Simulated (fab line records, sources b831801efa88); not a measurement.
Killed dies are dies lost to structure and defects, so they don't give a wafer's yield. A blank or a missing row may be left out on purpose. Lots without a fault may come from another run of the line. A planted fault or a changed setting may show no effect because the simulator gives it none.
fab line records | flow sky130
record lots=6 wafers=18 last_day=50
route steps=708 shown METAL4@600 CAP2M@603
lots that met no fault: from a run of the same line without faults
start_h: hours from the record's first day to the start of the lot's first wafer shown | wait_h: hours since the lot's step before | " the same as in the row above | L1.1+2: a row that stands for several wafers | - no value, or no start given | * or withheld: withheld | < > ~ a bound
route shown NAME@n: a module of which the file shows steps, and the number in the route of the first | usual: mean/standard deviation of fault-free wafers | same: alike in all rows | chamber/n: place in a boat | sites: the reading at each site | _std_site: their standard deviation | _edge_site: outer sites' mean less inner sites' | radius_mm: how far each site lies from the wafer's centre | mask NAME#n: copy n | behind: the tool/chamber that last shaped the wafer | hold: why the lot was held/for how many hours/how that ended | device: the transistor (n, p or np) that didn't switch | end of line: the same wafers' tests at the end of the route | a step without rows: its recipe alone | killed: dies lost to structure and defects at the first sort, not the wafer's yield | map: a wafer's dies, x killed, . not, _ none there
set.NAME: the setting as run; set.NAME@STEP: as run at that earlier step | model.NAME: the simulator's own value behind a step, which no gauge read
lots at some steps of the route; a table a step, a row a wafer
services: from which hour (start_h, from the record's first day; less than 0 if before it) a tool's chamber was out of use, for how many hours, and why
## steps
# step SKY_METAL4_SPUTTER_02
# recipe material=AlCu target_thk_nm=735 power_w=10600 time_s=38.4 chamber_pressure_pa=0.4
# usual throttle_valve_pct=29.8/0.88
# columns lot.wafer tool chamber start_h wait_h throttle_valve_pct
L341.2 pvd_sputter-02 - 943.14 0.0 30.2
L341.4 " - " " 29.4
L341.5 " - " " 30.5
L342.1 pvd_sputter-04 - 952.98 0.0 29.8
L342.5 " - " " 29.8
L342.6 " - " " 30.3
L356.2 pvd_sputter-04 - 1058.26 0.0 29.9
L356.5 " - " " 29.8
L356.6 " - " " 30.1
L358.3 pvd_sputter-02 - 1065.23 0.0 30.5
L358.4 " - " " 30.6
L358.5 " - " " 30.7
L359.3 pvd_sputter-02 - 1068.83 0.0 30.3
L359.5 " - " " 30.7
L359.6 " - " " 31.1
L360.4 pvd_sputter-02 - 1071.30 0.0 30.5
L360.5 " - " " 29.3
L360.6 " - " " 30.4
# step SKY_METAL4_SPUTTER_03
# recipe material=Ti target_thk_nm=5 power_w=3000 time_s=3.3 chamber_pressure_pa=0.4
# usual throttle_valve_pct=29.8/0.86
# columns lot.wafer tool chamber start_h wait_h throttle_valve_pct
L341.2 pvd_sputter-02 - 943.18 0.0 30.8
L341.4 " - " " 29.2
L341.5 " - " " 30.4
L342.1 pvd_sputter-04 - 953.02 0.0 29.7
L342.5 " - " " 30.1
L342.6 " - " " 30.1
L356.2 pvd_sputter-04 - 1058.30 0.0 29.9
L356.5 " - " " 29.7
L356.6 " - " " 30.4
L358.3 pvd_sputter-02 - 1065.26 0.0 30.5
L358.4 " - " " 30.5
L358.5 " - " " 30.3
L359.3 pvd_sputter-02 - 1068.86 0.0 30.4
L359.5 " - " " 30.7
L359.6 " - " " 30.6
L360.4 pvd_sputter-02 - 1071.34 0.0 30.7
L360.5 " - " " 29.1
L360.6 " - " " 30.4
# step SKY_METAL4_SPUTTER_04
# recipe material=TiN target_thk_nm=70 power_w=6500 time_s=58.3 chamber_pressure_pa=0.4
# usual throttle_valve_pct=29.8/0.88
# columns lot.wafer tool chamber start_h wait_h throttle_valve_pct
L341.2 pvd_sputter-02 - 943.20 0.0 30.5
L341.4 " - " " 29.3
L341.5 " - " " 30.4
L342.1 pvd_sputter-04 - 953.04 0.0 29.8
L342.5 " - " " 29.9
L342.6 " - " " 30.5
L356.2 pvd_sputter-04 - 1058.32 0.0 29.8
L356.5 " - " " 29.9
L356.6 " - " " 30.3
L358.3 pvd_sputter-02 - 1065.28 0.0 30.6
L358.4 " - " " 30.8
L358.5 " - " " 30.6
L359.3 pvd_sputter-02 - 1068.88 0.0 30.6
L359.5 " - " " 30.5
L359.6 " - " " 30.9
L360.4 pvd_sputter-02 - 1071.36 0.0 30.7
L360.5 " - " " 29.3
L360.6 " - " " 30.5
# step SKY_CAP2M_CVD_00
# recipe material=SiO2 target_thk_nm=15.5 temp_c=400 time_s=withheld rf_w=450
# usual heater_power_w=717/130
# columns lot.wafer tool chamber start_h wait_h heater_power_w
L341.2 pecvd-02 0 943.25 0.0 650
L341.4 " 0 " " 644
L341.5 " 1 " " 718
L342.1 pecvd-01 1 953.09 0.0 1011
L342.5 " 0 " " 530
L342.6 " 1 " " 970
L356.2 pecvd-01 1 1058.37 0.0 911
L356.5 " 1 " " 918
L356.6 " 0 " " 569
L358.3 pecvd-01 0 1065.33 0.0 548
L358.4 " 2 " " 675
L358.5 " 0 " " 546
L359.3 pecvd-01 2 1068.93 0.0 610
L359.5 " 1 " " 961
L359.6 " 2 " " 611
L360.4 pecvd-03 0 1071.42 0.0 877
L360.5 " 2 " " 722
L360.6 " 1 " " 620
# step SKY_CAP2M_THK_MEAS_01
# recipe reads=SiO2_of_CAP2M_CVD_00
# usual CAP2M_CVD_00_THK=15.54/0.24
# columns lot.wafer tool chamber start_h wait_h CAP2M_CVD_00_THK[nm]
L341.2 film_metro-02 - 943.42 - 15.07
L341.4 " - " " 15.51
L341.5 " - " " 15.39
L342.1 film_metro-02 - 953.11 - 15.58
L342.5 " - " " 15.97
L342.6 " - " " 15.67
L356.2 film_metro-04 - 1058.40 - 15.56
L356.5 " - " " 15.58
L356.6 " - " " 15.75
L358.3 film_metro-04 - 1065.37 - 15.58
L358.4 " - " " 15.54
L358.5 " - " " 15.58
L359.3 film_metro-01 - 1068.97 - 15.36
L359.5 " - " " 15.67
L359.6 " - " " 15.65
L360.4 film_metro-04 - 1071.46 - 15.56
L360.5 " - " " 15.56
L360.6 " - " " 15.45
# step SKY_CAP2M_SPUTTER_02
# recipe material=TiN target_thk_nm=200 temp_c=300 power_w=6500 time_s=166.7 chamber_pressure_pa=0.4
# usual throttle_valve_pct=29.1/0.95
# columns lot.wafer tool chamber start_h wait_h throttle_valve_pct
L341.2 pvd_sputter-04 - 943.47 0.0 27.9
L341.4 " - " " 29.5
L341.5 " - " " 29.7
L342.1 pvd_sputter-03 - 953.17 0.1 28.4
L342.5 " - " " 30.3
L342.6 " - " " 28.4
L356.2 pvd_sputter-01 - 1058.45 0.0 30.4
L356.5 " - " " 30.5
L356.6 " - " " 29.6
L358.3 pvd_sputter-03 - 1065.41 0.0 28.2
L358.4 " - " " 28.4
L358.5 " - " " 28.0
L359.3 pvd_sputter-03 - 1069.01 0.0 28.3
L359.5 " - " " 28.2
L359.6 " - " " 30.1
L360.4 pvd_sputter-01 - 1071.49 0.0 30.7
L360.5 " - " " 28.5
L360.6 " - " " 29.6
# step SKY_CAP2M_RS_MEAS_03
# recipe thk_meas_gauge=four-point-probe reads=TiN_of_CAP2M_SPUTTER_02
# usual CAP2M_TIN_RS=6.91/0.081
# columns lot.wafer tool chamber start_h wait_h CAP2M_TIN_RS[ohm/sq]
L341.2 film_metro-02 - 943.60 0.1 6.97
L341.4 " - " " 6.90
L341.5 " - " " 6.92
L342.1 film_metro-01 - 953.28 0.1 6.93
L342.5 " - " " 6.97
L342.6 " - " " 6.92
L356.2 film_metro-01 - 1058.59 0.1 6.91
L356.5 " - " " 6.85
L356.6 " - " " 6.90
L358.3 film_metro-04 - 1065.56 0.1 6.80
L358.4 " - " " 6.77
L358.5 " - " " 6.76
L359.3 film_metro-04 - 1069.16 0.1 6.84
L359.5 " - " " 6.87
L359.6 " - " " 6.88
L360.4 film_metro-01 - 1071.66 0.1 6.69
L360.5 " - " " 6.83
L360.6 " - " " 6.81
# step SKY_CAP2M_THK_MEAS_04
# recipe thk_meas_gauge=xrf reads=TiN_of_CAP2M_SPUTTER_02
# usual CAP2M_TIN_THK=197.7/2.2
# columns lot.wafer tool chamber start_h wait_h CAP2M_TIN_THK[nm]
L341.2 film_metro-02 - 943.71 0.1 197.5
L341.4 " - " " 199.5
L341.5 " - " " 198.1
L342.1 film_metro-01 - 953.40 0.1 194.8
L342.5 " - " " 195.1
L342.6 " - " " 196.0
L356.2 film_metro-01 - 1058.70 0.1 196.9
L356.5 " - " " 198.4
L356.6 " - " " 195.8
L358.3 film_metro-04 - 1065.66 0.1 203.3
L358.4 " - " " 203.7
L358.5 " - " " 202.4
L359.3 film_metro-04 - 1069.26 0.1 201.3
L359.5 " - " " 199.8
L359.6 " - " " 200.3
L360.4 film_metro-01 - 1071.75 0.1 202.0
L360.5 " - " " 198.7
L360.6 " - " " 200.3
# step SKY_CAP2M_DEHYDRATE_05
# recipe temp_c=200 time_s=60
# step SKY_CAP2M_HMDS_06
# recipe prime_time_s=60 prime_temp_c=120
# step SKY_CAP2M_COAT_07
# recipe resist=NOVOLAK spin_rpm=3000 resist_thk_nm=1140
# step SKY_CAP2M_SOFTBAKE_08
# recipe temp_c=90 time_s=60 resist=NOVOLAK
# step SKY_CAP2M_EXPOSE_09
# recipe mask_id=CAP2M na=0.6 source_shape=conventional sigma_outer=0.6 polarization=unpolarized target_cd_nm=1000 dose_mj=159
# columns lot.wafer tool chamber start_h wait_h mask
L341.2+4+5 iline_stepper-02 0 955.48 - CAP2M#0
L342.1+5+6 iline_stepper-02 0 965.63 - CAP2M#0
L356.2+5+6 iline_stepper-02 0 1069.01 - CAP2M#0
L358.3+4+5 iline_stepper-02 0 1075.73 - CAP2M#0
L359.3+5+6 iline_stepper-01 0 1079.48 - CAP2M#0
L360.4+5+6 iline_stepper-01 0 1082.52 - CAP2M#0
# step SKY_CAP2M_PEB_10
# recipe temp_c=withheld time_s=* resist=NOVOLAK
# step SKY_CAP2M_DEVELOP_11
# recipe resist=NOVOLAK developer=TMAH develop_time_s=60 dev_temp_c=23
# step SKY_CAP2M_OVL_MEAS_12
# usual CAP2M_OVL=-2.7/1.6
# columns lot.wafer tool chamber start_h wait_h CAP2M_OVL[nm]
L341.2 overlay-02 - 967.10 0.1 -3.4
L341.4 " - " " -4.2
L341.5 " - " " -3.6
L342.1 overlay-02 - 976.61 0.1 -3.4
L342.5 " - " " -3.2
L342.6 " - " " -3.8
L356.2 overlay-01 - 1078.83 0.1 -4.0
L356.5 " - " " -4.3
L356.6 " - " " -2.3
L358.3 overlay-01 - 1086.36 0.1 -5.9
L358.4 " - " " -7.3
L358.5 " - " " -4.3
L359.3 overlay-01 - 1089.41 0.1 -2.3
L359.5 " - " " -1.7
L359.6 " - " " -2.0
L360.4 overlay-01 - 1092.00 0.1 -1.9
L360.5 " - " " -1.0
L360.6 " - " " -0.9
# step SKY_CAP2M_METAL_ETCH_13
# recipe target_depth_nm=220 stop_on=SiO2 chemistry=Cl2/BCl3 target=TiN pressure_mtorr=10 icp_w=900 bias_w=48.5 Cl2_flow_sccm=60 bcl3_flow_sccm=30 time_s=62.9
# usual drypump_motor_current_A=5.8/0.57 oes_product_au=0.942/0.0076 throttle_valve_pct=21.902/0.0096
# columns lot.wafer tool chamber start_h wait_h drypump_motor_current_A oes_product_au rf_hours_counter_h throttle_valve_pct model.CAP2M.cd_nm
L341.2 rie_metal-03 0 967.13 0.0 5.6 0.937 7 21.903 999.8
L341.4 " 1 " " 5.0 0.949 - 21.892 1002
L341.5 " 1 " " 5.0 0.938 - 21.900 1000
L342.1 rie_metal-04 1 976.65 0.0 4.9 0.941 10 21.905 995.1
L342.5 " 1 " " 4.9 0.932 - 21.922 998.2
L342.6 " 1 " " 4.9 0.946 - 21.907 997.5
L356.2 rie_metal-03 0 1078.86 0.0 5.6 0.937 13 21.899 988.4
L356.5 " 0 " " 5.6 0.948 - 21.898 978.9
L356.6 " 1 " " 5.0 0.946 - 21.911 986.1
L358.3 rie_metal-01 0 1086.41 0.0 6.3 0.952 - 21.886 985.1
L358.4 " 1 " " 6.3 0.948 - 21.890 988.7
L358.5 " 1 " " 6.3 0.948 - 21.881 989.2
L359.3 rie_metal-03 0 1089.46 0.0 5.5 0.941 - 21.906 1001
L359.5 " 1 " " 5.0 0.938 - 21.892 998.9
L359.6 " 0 " " 5.6 0.943 - 21.897 1002
L360.4 rie_metal-03 0 1092.04 0.0 5.6 0.957 - 21.899 998.4
L360.5 " 1 " " 5.0 0.942 - 21.892 997.6
L360.6 " 0 " " 5.6 0.959 - 21.906 998.4
# step SKY_CAP2M_STRIP_14
# recipe chemistry=O2/N2 power_w=1400 pressure_mtorr=1500 platen_temp_c=withheld o2_flow_sccm=3000 n2_flow_sccm=300 overash_fraction=0.5
## services
# columns tool chamber start_h hours kind
pvd_sputter-01 - 924.06 0.8 repair
pvd_sputter-03 - 931.83 0.7 repair
pecvd-02 2 936.73 10.6 repair
pecvd-03 - 940.84 0.8 pm
pvd_sputter-04 - 942.47 0.9 repair
iline_stepper-01 - 949.18 2.1 pm
pvd_sputter-02 - 951.73 0.9 repair
iline_stepper-01 - 960.58 10.5 repair
pvd_sputter-04 - 962.60 4.6 repair
pvd_sputter-03 - 965.03 1.2 repair
pecvd-01 - 976.94 0.8 repair
rie_metal-04 1 980.65 22.0 repair
iline_stepper-01 - 981.84 1.7 pm
pecvd-01 0 983.63 3.7 repair
pecvd-03 0 1004.51 6.2 repair
iline_stepper-02 - 1020.46 8.6 repair
pvd_sputter-03 - 1035.44 1.0 repair
rie_metal-01 1 1040.23 2.7 repair
pecvd-03 - 1052.02 2.8 pm
pecvd-02 2 1063.48 2.5 repair
pvd_sputter-01 - 1066.16 3.6 repair
pvd_sputter-01 - 1078.77 29.8 repair
pecvd-01 - 1079.37 0.3 repair
pecvd-01 1 1088.66 2.1 repair
## key
first_sign none at tools or gauges
model_effect step=SKY_CAP2M_METAL_ETCH_13 value=CAP2M.cd_nm without=997.5 struck=986.1
met_at SKY_CAP2M_EXPOSE_09
struck_wafers L356.2,L356.5,L356.6,L358.3,L358.4,L358.5
onset_between 965.63 1069.01
fault kind=process_parameter_drift tool=iline_stepper-02 chamber=- onset_h=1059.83 steps=SKY_CAP2M_EXPOSE_09 channel=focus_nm offset=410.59 spread_by_wafer=0.3 shape=step end_h=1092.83
